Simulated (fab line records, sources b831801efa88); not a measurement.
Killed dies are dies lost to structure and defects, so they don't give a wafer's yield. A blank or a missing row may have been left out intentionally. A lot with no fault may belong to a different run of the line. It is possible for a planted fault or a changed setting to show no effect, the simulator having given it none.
Which tool is to blame? / flow gf180mcu / Sampling: 24 lots, 72 wafers, 6 of 602 route steps

== WHAT EACH GAUGE READ, for each wafer ==
GF_V2_OVL_MEAS_15. Usual: V2_OVL 2 nm, standard deviation 5.1.
lot=L074; measured=day 20 00:53; on=overlay-01; V2_OVL (nm)=2 0 -1; flag=
lot=L075; measured=day 20 09:17; on=overlay-01; V2_OVL (nm)=-4 2 0; flag=
lot=L076; measured=day 20 20:50; on=overlay-02; V2_OVL (nm)=1 9 5; flag=
lot=L077; measured=day 21 07:05; on=overlay-02; V2_OVL (nm)=0 2 3; flag=
lot=L078; measured=day 21 13:59; on=overlay-02; V2_OVL (nm)=2 3 4; flag=
lot=L079; measured=day 22 05:59; on=overlay-02; V2_OVL (nm)=4 5 2; flag=
lot=L080; measured=day 22 16:59; on=overlay-01; V2_OVL (nm)=7 15 6; flag=
lot=L081; measured=day 22 22:15; on=overlay-01; V2_OVL (nm)=0 5 2; flag=
lot=L082; measured=day 23 10:53; on=overlay-02; V2_OVL (nm)=1 -4 -13; flag=
lot=L083; measured=day 23 15:38; on=overlay-02; V2_OVL (nm)=2 0 2; flag=
lot=L084; measured=day 24 04:23; on=overlay-02; V2_OVL (nm)=5 3 5; flag=
lot=L085; measured=day 24 09:17; on=overlay-01; V2_OVL (nm)=0 4 3; flag=
lot=L086; measured=day 24 15:28; on=overlay-02; V2_OVL (nm)=0 -4 -2; flag=
lot=L087; measured=day 25 00:38; on=overlay-02; V2_OVL (nm)=4 1 6; flag=
lot=L088; measured=day 25 07:23; on=overlay-02; V2_OVL (nm)=0 -1 -7; flag=
lot=L089; measured=day 25 10:14; on=overlay-02; V2_OVL (nm)=7 5 0; flag=
lot=L090; measured=day 25 22:44; on=overlay-01; V2_OVL (nm)=-4 -9 0; flag=
lot=L091; measured=day 26 11:20; on=overlay-01; V2_OVL (nm)=-2 2 -3; flag=
lot=L093; measured=day 26 22:59; on=overlay-01; V2_OVL (nm)=-12 -3 -10; flag=
lot=L092; measured=day 26 23:56; on=overlay-02; V2_OVL (nm)=1 3 -4; flag=
lot=L094; measured=day 27 04:29; on=overlay-02; V2_OVL (nm)=0 0 6; flag=
lot=L095; measured=day 27 11:59; on=overlay-01; V2_OVL (nm)=-2 0 2; flag=
lot=L096; measured=day 28 02:02; on=overlay-02; V2_OVL (nm)=2 7 7; flag=
lot=L097; measured=day 28 02:44; on=overlay-02; V2_OVL (nm)=-2 2 7; flag=

GF_M3_RS_MEAS_05: the measuring method here is four-point-probe. Usual: M3_ALCU_RS 0.0697 ohm/sq, standard deviation 0.00061.
lot=L074; measured=day 20 02:31; on=film-metro-03; M3_ALCU_RS (ohm/sq)=0.0699 0.0699 0.0693; flag=
lot=L075; measured=day 20 10:57; on=film-metro-03; M3_ALCU_RS (ohm/sq)=0.0703 0.0709 0.0705; flag=
lot=L076; measured=day 20 22:26; on=film-metro-02; M3_ALCU_RS (ohm/sq)=0.0694 0.0702 0.0694; flag=
lot=L077; measured=day 21 08:42; on=film-metro-03; M3_ALCU_RS (ohm/sq)=0.0697 0.0701 0.0697; flag=
lot=L078; measured=day 21 15:36; on=film-metro-03; M3_ALCU_RS (ohm/sq)=0.0695 0.0691 0.0696; flag=
lot=L079; measured=day 22 07:37; on=film-metro-03; M3_ALCU_RS (ohm/sq)=0.0696 0.0702 0.0697; flag=
lot=L080; measured=day 22 18:37; on=film-metro-01; M3_ALCU_RS (ohm/sq)=0.0701 0.0694 0.0700; flag=
lot=L081; measured=day 22 23:58; on=film-metro-02; M3_ALCU_RS (ohm/sq)=0.0701 0.0703 0.0705; flag=
lot=L082; measured=day 23 12:29; on=film-metro-03; M3_ALCU_RS (ohm/sq)=0.0689 0.0685 0.0692; flag=
lot=L083; measured=day 23 17:14; on=film-metro-01; M3_ALCU_RS (ohm/sq)=0.0712 0.0709 0.0709; flag=
lot=L084; measured=day 24 05:59; on=film-metro-02; M3_ALCU_RS (ohm/sq)=0.0692 0.0701 0.0703; flag=
lot=L085; measured=day 24 10:55; on=film-metro-01; M3_ALCU_RS (ohm/sq)=0.0685 0.0696 0.0689; flag=
lot=L086; measured=day 24 17:07; on=film-metro-01; M3_ALCU_RS (ohm/sq)=0.0690 0.0695 0.0694; flag=
lot=L087; measured=day 25 02:16; on=film-metro-02; M3_ALCU_RS (ohm/sq)=0.0694 0.0694 0.0688; flag=
lot=L088; measured=day 25 09:03; on=film-metro-01; M3_ALCU_RS (ohm/sq)=0.0693 0.0696 0.0694; flag=
lot=L089; measured=day 25 11:55; on=film-metro-03; M3_ALCU_RS (ohm/sq)=0.0690 0.0697 0.0695; flag=
lot=L090; measured=day 26 00:21; on=film-metro-03; M3_ALCU_RS (ohm/sq)=0.0688 0.0691 0.0695; flag=
lot=L091; measured=day 26 12:57; on=film-metro-02; M3_ALCU_RS (ohm/sq)=0.0703 0.0708 0.0703; flag=
lot=L093; measured=day 27 04:08; on=film-metro-03; M3_ALCU_RS (ohm/sq)=0.0691 0.0691 0.0684; flag=
lot=L092; measured=day 27 04:26; on=film-metro-02; M3_ALCU_RS (ohm/sq)=0.0690 0.0694 0.0692; flag=
lot=L094; measured=day 27 06:39; on=film-metro-03; M3_ALCU_RS (ohm/sq)=0.0702 0.0707 0.0700; flag=
lot=L095; measured=day 27 13:59; on=film-metro-01; M3_ALCU_RS (ohm/sq)=0.0696 0.0699 0.0695; flag=
lot=L096; measured=day 28 03:40; on=film-metro-01; M3_ALCU_RS (ohm/sq)=0.0693 0.0689 0.0694; flag=
lot=L097; measured=day 28 04:49; on=film-metro-02; M3_ALCU_RS (ohm/sq)=0.0700 0.0697 0.0698; flag=

GF_V4_BOW_MEAS_05. Usual: V4_BOW 136 um, standard deviation 9.3.
lot=L074; measured=day 23 06:17; on=film-metro-03; V4_BOW (um)=118 135 151; flag=
lot=L075; measured=day 23 14:02; on=film-metro-03; V4_BOW (um)=129 127 140; flag=
lot=L076; measured=day 24 01:07; on=film-metro-01; V4_BOW (um)=145 144 140; flag=
lot=L077; measured=day 24 10:25; on=film-metro-04; V4_BOW (um)=139 138 141; flag=
lot=L078; measured=day 24 15:19; on=film-metro-03; V4_BOW (um)=153 143 154; flag=
lot=L079; measured=day 25 07:24; on=film-metro-03; V4_BOW (um)=146 144 133; flag=
lot=L080; measured=day 25 17:02; on=film-metro-03; V4_BOW (um)=139 132 132; flag=
lot=L081; measured=day 25 21:14; on=film-metro-03; V4_BOW (um)=145 140 145; flag=
lot=L082; measured=day 26 09:16; on=film-metro-03; V4_BOW (um)=134 132 136; flag=
lot=L083; measured=day 26 14:21; on=film-metro-03; V4_BOW (um)=150 135 117; flag=
lot=L084; measured=day 27 04:49; on=film-metro-01; V4_BOW (um)=137 137 148; flag=
lot=L085; measured=day 27 07:47; on=film-metro-03; V4_BOW (um)=130 142 128; flag=
lot=L086; measured=day 27 11:28; on=film-metro-03; V4_BOW (um)=144 151 159; flag=
lot=L087; measured=day 27 23:35; on=film-metro-03; V4_BOW (um)=130 124 119; flag=
lot=L088; measured=day 28 04:27; on=film-metro-01; V4_BOW (um)=133 128 128; flag=
lot=L089; measured=day 28 07:13; on=film-metro-03; V4_BOW (um)=119 134 135; flag=
lot=L090; measured=day 28 20:23; on=film-metro-01; V4_BOW (um)=135 135 134; flag=
lot=L091; measured=day 29 06:31; on=film-metro-03; V4_BOW (um)=122 135 143; flag=
lot=L093; measured=day 29 18:33; on=film-metro-03; V4_BOW (um)=128 135 129; flag=
lot=L092; measured=day 29 19:48; on=film-metro-04; V4_BOW (um)=136 142 140; flag=
lot=L094; measured=day 29 20:16; on=film-metro-04; V4_BOW (um)=123 134 139; flag=
lot=L095; measured=day 30 04:31; on=film-metro-04; V4_BOW (um)=135 141 141; flag=
lot=L096; measured=day 30 16:37; on=film-metro-01; V4_BOW (um)=130 132 128; flag=
lot=L097; measured=day 30 17:49; on=film-metro-01; V4_BOW (um)=118 129 130; flag=

== TOOL THAT RAN EACH LOT (tool first, then ch and the chambers of the sampled wafers, then the start) ==
lot=L074; GF_M1_SPUTTER_02=pvd-sputter-03, day 15 21:15; GF_M1_SPUTTER_04=pvd-sputter-03, day 15 21:18; GF_V3_ETCH_17=rie-diel-03 ch 0,1,3, day 23 06:17 or earlier
lot=L075; GF_M1_SPUTTER_02=pvd-sputter-03, day 16 07:05; GF_M1_SPUTTER_04=pvd-sputter-03, day 16 07:08; GF_V3_ETCH_17=rie-diel-01 ch 0,1, day 23 14:02 or earlier
lot=L076; GF_M1_SPUTTER_02=pvd-sputter-03, day 16 17:38; GF_M1_SPUTTER_04=pvd-sputter-03, day 16 17:41; GF_V3_ETCH_17=rie-diel-01 ch 2,3, day 24 01:07 or earlier
lot=L077; GF_M1_SPUTTER_02=pvd-sputter-01, day 17 03:11; GF_M1_SPUTTER_04=pvd-sputter-01, day 17 03:14; GF_V3_ETCH_17=rie-diel-01 ch 2,3, day 24 10:25 or earlier
lot=L078; GF_M1_SPUTTER_02=pvd-sputter-01, day 17 08:47; GF_M1_SPUTTER_04=pvd-sputter-01, day 17 08:50; GF_V3_ETCH_17=rie-diel-03 ch 0,3, day 24 15:19 or earlier
lot=L079; GF_M1_SPUTTER_02=pvd-sputter-03, day 18 00:32; GF_M1_SPUTTER_04=pvd-sputter-03, day 18 00:35; GF_V3_ETCH_17=rie-diel-01 ch 2,3, day 25 07:24 or earlier
lot=L080; GF_M1_SPUTTER_02=pvd-sputter-01, day 18 11:34; GF_M1_SPUTTER_04=pvd-sputter-01, day 18 11:37; GF_V3_ETCH_17=rie-diel-03 ch 0,2,3, day 25 17:02 or earlier
lot=L081; GF_M1_SPUTTER_02=pvd-sputter-01, day 18 17:43; GF_M1_SPUTTER_04=pvd-sputter-01, day 18 17:46; GF_V3_ETCH_17=rie-diel-01 ch 0,1,2, day 25 21:14 or earlier
lot=L082; GF_M1_SPUTTER_02=pvd-sputter-03, day 19 07:08; GF_M1_SPUTTER_04=pvd-sputter-03, day 19 07:11; GF_V3_ETCH_17=rie-diel-04 ch 0,1, day 26 09:16 or earlier
lot=L083; GF_M1_SPUTTER_02=pvd-sputter-01, day 19 12:20; GF_M1_SPUTTER_04=pvd-sputter-01, day 19 12:23; GF_V3_ETCH_17=rie-diel-03 ch 0,1,3, day 26 14:21 or earlier
lot=L084; GF_M1_SPUTTER_02=pvd-sputter-04, day 20 02:18; GF_M1_SPUTTER_04=pvd-sputter-04, day 20 02:22; GF_V3_ETCH_17=rie-diel-03 ch 1,2, day 27 04:49 or earlier
lot=L085; GF_M1_SPUTTER_02=pvd-sputter-04, day 20 07:35; GF_M1_SPUTTER_04=pvd-sputter-04, day 20 07:38; GF_V3_ETCH_17=rie-diel-03 ch 2,3, day 27 07:47 or earlier
lot=L086; GF_M1_SPUTTER_02=pvd-sputter-01, day 20 14:41; GF_M1_SPUTTER_04=pvd-sputter-01, day 20 14:44; GF_V3_ETCH_17=rie-diel-01 ch 0,2,3, day 27 11:28 or earlier
lot=L087; GF_M1_SPUTTER_02=pvd-sputter-03, day 21 00:29; GF_M1_SPUTTER_04=pvd-sputter-03, day 21 00:32; GF_V3_ETCH_17=rie-diel-03 ch 1,2, day 27 23:35 or earlier
lot=L088; GF_M1_SPUTTER_02=pvd-sputter-04, day 21 06:50; GF_M1_SPUTTER_04=pvd-sputter-04, day 21 06:54; GF_V3_ETCH_17=rie-diel-04 ch 0,1,2, day 28 04:27 or earlier
lot=L089; GF_M1_SPUTTER_02=pvd-sputter-01, day 21 11:20; GF_M1_SPUTTER_04=pvd-sputter-01, day 21 11:23; GF_V3_ETCH_17=rie-diel-01 ch 0,1,3, day 28 07:13 or earlier
lot=L090; GF_M1_SPUTTER_02=pvd-sputter-01, day 22 00:53; GF_M1_SPUTTER_04=pvd-sputter-01, day 22 00:56; GF_V3_ETCH_17=rie-diel-04 ch 0,3, day 28 20:23 or earlier
lot=L091; GF_M1_SPUTTER_02=pvd-sputter-03, day 22 14:23; GF_M1_SPUTTER_04=pvd-sputter-03, day 22 14:26; GF_V3_ETCH_17=rie-diel-04 ch 1,2,3, day 29 06:31 or earlier
lot=L093; GF_M1_SPUTTER_02=pvd-sputter-03, day 23 04:16; GF_M1_SPUTTER_04=pvd-sputter-03, day 23 04:19; GF_V3_ETCH_17=rie-diel-04 ch 2,3, day 29 18:33 or earlier
lot=L092; GF_M1_SPUTTER_02=pvd-sputter-04, day 23 05:27; GF_M1_SPUTTER_04=pvd-sputter-04, day 23 05:30; GF_V3_ETCH_17=rie-diel-01 ch 0,2, day 29 19:48 or earlier
lot=L094; GF_M1_SPUTTER_02=pvd-sputter-04, day 23 09:20; GF_M1_SPUTTER_04=pvd-sputter-04, day 23 09:23; GF_V3_ETCH_17=rie-diel-04 ch 1,3, day 29 20:16 or earlier
lot=L095; GF_M1_SPUTTER_02=pvd-sputter-01, day 23 19:23; GF_M1_SPUTTER_04=pvd-sputter-01, day 23 19:26; GF_V3_ETCH_17=rie-diel-01 ch 0,3, day 30 04:31 or earlier
lot=L096; GF_M1_SPUTTER_02=pvd-sputter-01, day 24 08:20; GF_M1_SPUTTER_04=pvd-sputter-01, day 24 08:23; GF_V3_ETCH_17=rie-diel-03 ch 0,1,2, day 30 16:37 or earlier
lot=L097; GF_M1_SPUTTER_02=pvd-sputter-04, day 24 09:17; GF_M1_SPUTTER_04=pvd-sputter-04, day 24 09:20; GF_V3_ETCH_17=rie-diel-03 ch 0,2,3, day 30 17:49 or earlier
- GF_M1_SPUTTER_02: material AlCu, target thk 450 nm, time 23.9 s.
- GF_M1_SPUTTER_04: material TiN, target thk 50 nm, time 41.7 s.
- GF_V3_ETCH_17: etches SiO2 in C4F8/O2/Ar, stops on TiN, target depth 635 nm.

== WHAT THE TOOLS THEMSELVES READ (means of the sampled wafers that have a number; where no wafer has one, the mark that the record gives instead) ==
GF_M1_SPUTTER_02. Usual: throttle-valve-pct at 30.2 %, with a standard deviation of 1.3.
lot=L074; tool=pvd-sputter-03; throttle-valve-pct (%)=30.7; flag=
lot=L075; tool=pvd-sputter-03; throttle-valve-pct (%)=30.7; flag=
lot=L076; tool=pvd-sputter-03; throttle-valve-pct (%)=30.6; flag=
lot=L077; tool=pvd-sputter-01; throttle-valve-pct (%)=30.3; flag=
lot=L078; tool=pvd-sputter-01; throttle-valve-pct (%)=30.2; flag=
lot=L079; tool=pvd-sputter-03; throttle-valve-pct (%)=30.1; flag=
lot=L080; tool=pvd-sputter-01; throttle-valve-pct (%)=29.5; flag=
lot=L081; tool=pvd-sputter-01; throttle-valve-pct (%)=29.7; flag=
lot=L082; tool=pvd-sputter-03; throttle-valve-pct (%)=30.7; flag=
lot=L083; tool=pvd-sputter-01; throttle-valve-pct (%)=30.3; flag=
lot=L084; tool=pvd-sputter-04; throttle-valve-pct (%)=29.1; flag=
lot=L085; tool=pvd-sputter-04; throttle-valve-pct (%)=28.8; flag=
lot=L086; tool=pvd-sputter-01; throttle-valve-pct (%)=30.4; flag=
lot=L087; tool=pvd-sputter-03; throttle-valve-pct (%)=30.7; flag=
lot=L088; tool=pvd-sputter-04; throttle-valve-pct (%)=30.9; flag=
lot=L089; tool=pvd-sputter-01; throttle-valve-pct (%)=29.6; flag=
lot=L090; tool=pvd-sputter-01; throttle-valve-pct (%)=30.7; flag=
lot=L091; tool=pvd-sputter-03; throttle-valve-pct (%)=30.6; flag=
lot=L093; tool=pvd-sputter-03; throttle-valve-pct (%)=30.9; flag=
lot=L092; tool=pvd-sputter-04; throttle-valve-pct (%)=28.9; flag=
lot=L094; tool=pvd-sputter-04; throttle-valve-pct (%)=30.7; flag=
lot=L095; tool=pvd-sputter-01; throttle-valve-pct (%)=29.8; flag=
lot=L096; tool=pvd-sputter-01; throttle-valve-pct (%)=30.5; flag=
lot=L097; tool=pvd-sputter-04; throttle-valve-pct (%)=28.1; flag=

GF_M1_SPUTTER_04. Usual: throttle-valve-pct at 30.2 %, with a standard deviation of 1.2.
lot=L074; tool=pvd-sputter-03; throttle-valve-pct (%)=30.7; flag=
lot=L075; tool=pvd-sputter-03; throttle-valve-pct (%)=30.7; flag=
lot=L076; tool=pvd-sputter-03; throttle-valve-pct (%)=30.6; flag=
lot=L077; tool=pvd-sputter-01; throttle-valve-pct (%)=30.3; flag=
lot=L078; tool=pvd-sputter-01; throttle-valve-pct (%)=30.3; flag=
lot=L079; tool=pvd-sputter-03; throttle-valve-pct (%)=30.0; flag=
lot=L080; tool=pvd-sputter-01; throttle-valve-pct (%)=29.6; flag=
lot=L081; tool=pvd-sputter-01; throttle-valve-pct (%)=29.8; flag=
lot=L082; tool=pvd-sputter-03; throttle-valve-pct (%)=30.6; flag=
lot=L083; tool=pvd-sputter-01; throttle-valve-pct (%)=30.2; flag=
lot=L084; tool=pvd-sputter-04; throttle-valve-pct (%)=29.1; flag=
lot=L085; tool=pvd-sputter-04; throttle-valve-pct (%)=28.9; flag=
lot=L086; tool=pvd-sputter-01; throttle-valve-pct (%)=30.4; flag=
lot=L087; tool=pvd-sputter-03; throttle-valve-pct (%)=30.8; flag=
lot=L088; tool=pvd-sputter-04; throttle-valve-pct (%)=30.7; flag=
lot=L089; tool=pvd-sputter-01; throttle-valve-pct (%)=29.5; flag=
lot=L090; tool=pvd-sputter-01; throttle-valve-pct (%)=30.7; flag=
lot=L091; tool=pvd-sputter-03; throttle-valve-pct (%)=30.7; flag=
lot=L093; tool=pvd-sputter-03; throttle-valve-pct (%)=30.8; flag=
lot=L092; tool=pvd-sputter-04; throttle-valve-pct (%)=29.0; flag=
lot=L094; tool=pvd-sputter-04; throttle-valve-pct (%)=30.7; flag=
lot=L095; tool=pvd-sputter-01; throttle-valve-pct (%)=29.8; flag=
lot=L096; tool=pvd-sputter-01; throttle-valve-pct (%)=30.4; flag=
lot=L097; tool=pvd-sputter-04; throttle-valve-pct (%)=28.2; flag=

GF_V3_ETCH_17. Usual: bias-w 1200 W, standard deviation 3.3; oes-product-au 0.856 a.u., standard deviation 0.0044.
lot=L074; tool=rie-diel-03; bias-w (W)=1197; oes-product-au (a.u.)=0.855; flag=
lot=L075; tool=rie-diel-01; bias-w (W)=1199; oes-product-au (a.u.)=0.853; flag=
lot=L076; tool=rie-diel-01; bias-w (W)=1201; oes-product-au (a.u.)=0.860; flag=
lot=L077; tool=rie-diel-01; bias-w (W)=1199; oes-product-au (a.u.)=0.854; flag=
lot=L078; tool=rie-diel-03; bias-w (W)=1199; oes-product-au (a.u.)=0.858; flag=
lot=L079; tool=rie-diel-01; bias-w (W)=1196; oes-product-au (a.u.)=0.855; flag=
lot=L080; tool=rie-diel-03; bias-w (W)=1201; oes-product-au (a.u.)=0.855; flag=
lot=L081; tool=rie-diel-01; bias-w (W)=1198; oes-product-au (a.u.)=0.857; flag=
lot=L082; tool=rie-diel-04; bias-w (W)=1202; oes-product-au (a.u.)=0.858; flag=
lot=L083; tool=rie-diel-03; bias-w (W)=1201; oes-product-au (a.u.)=0.851; flag=
lot=L084; tool=rie-diel-03; bias-w (W)=1202; oes-product-au (a.u.)=0.857; flag=
lot=L085; tool=rie-diel-03; bias-w (W)=1196; oes-product-au (a.u.)=0.851; flag=
lot=L086; tool=rie-diel-01; bias-w (W)=1199; oes-product-au (a.u.)=0.853; flag=
lot=L087; tool=rie-diel-03; bias-w (W)=1200; oes-product-au (a.u.)=0.856; flag=
lot=L088; tool=rie-diel-04; bias-w (W)=1199; oes-product-au (a.u.)=0.857; flag=
lot=L089; tool=rie-diel-01; bias-w (W)=1199; oes-product-au (a.u.)=0.855; flag=
lot=L090; tool=rie-diel-04; bias-w (W)=1201; oes-product-au (a.u.)=0.856; flag=
lot=L091; tool=rie-diel-04; bias-w (W)=1201; oes-product-au (a.u.)=0.855; flag=
lot=L093; tool=rie-diel-04; bias-w (W)=1202; oes-product-au (a.u.)=0.856; flag=
lot=L092; tool=rie-diel-01; bias-w (W)=1201; oes-product-au (a.u.)=0.856; flag=
lot=L094; tool=rie-diel-04; bias-w (W)=1197; oes-product-au (a.u.)=0.858; flag=
lot=L095; tool=rie-diel-01; bias-w (W)=1199; oes-product-au (a.u.)=0.858; flag=
lot=L096; tool=rie-diel-03; bias-w (W)=1201; oes-product-au (a.u.)=0.857; flag=
lot=L097; tool=rie-diel-03; bias-w (W)=1202; oes-product-au (a.u.)=0.853; flag=

== THE ANSWER, worked out from the rows above alone ==
Rule: take the mean of a lot's wafers that have a number; if it is more than 3 standard deviations from the usual mean, the lot is off. A lot without any number at a reading at which 4 lots or more have one is off too. Where the step has rows for the other lots, those lots are counted as sound. The gauges are gone through in route order, then the tools' own readings, and for those a lot's mean is taken as printed above. The first step at which some lot is off is used, and at that step the reading that is off furthest; a lot without a number counts as furthest.
None of the lots is off at any reading shown; this tells nothing.

== WHAT THE SIMULATOR HAD INSERTED ==
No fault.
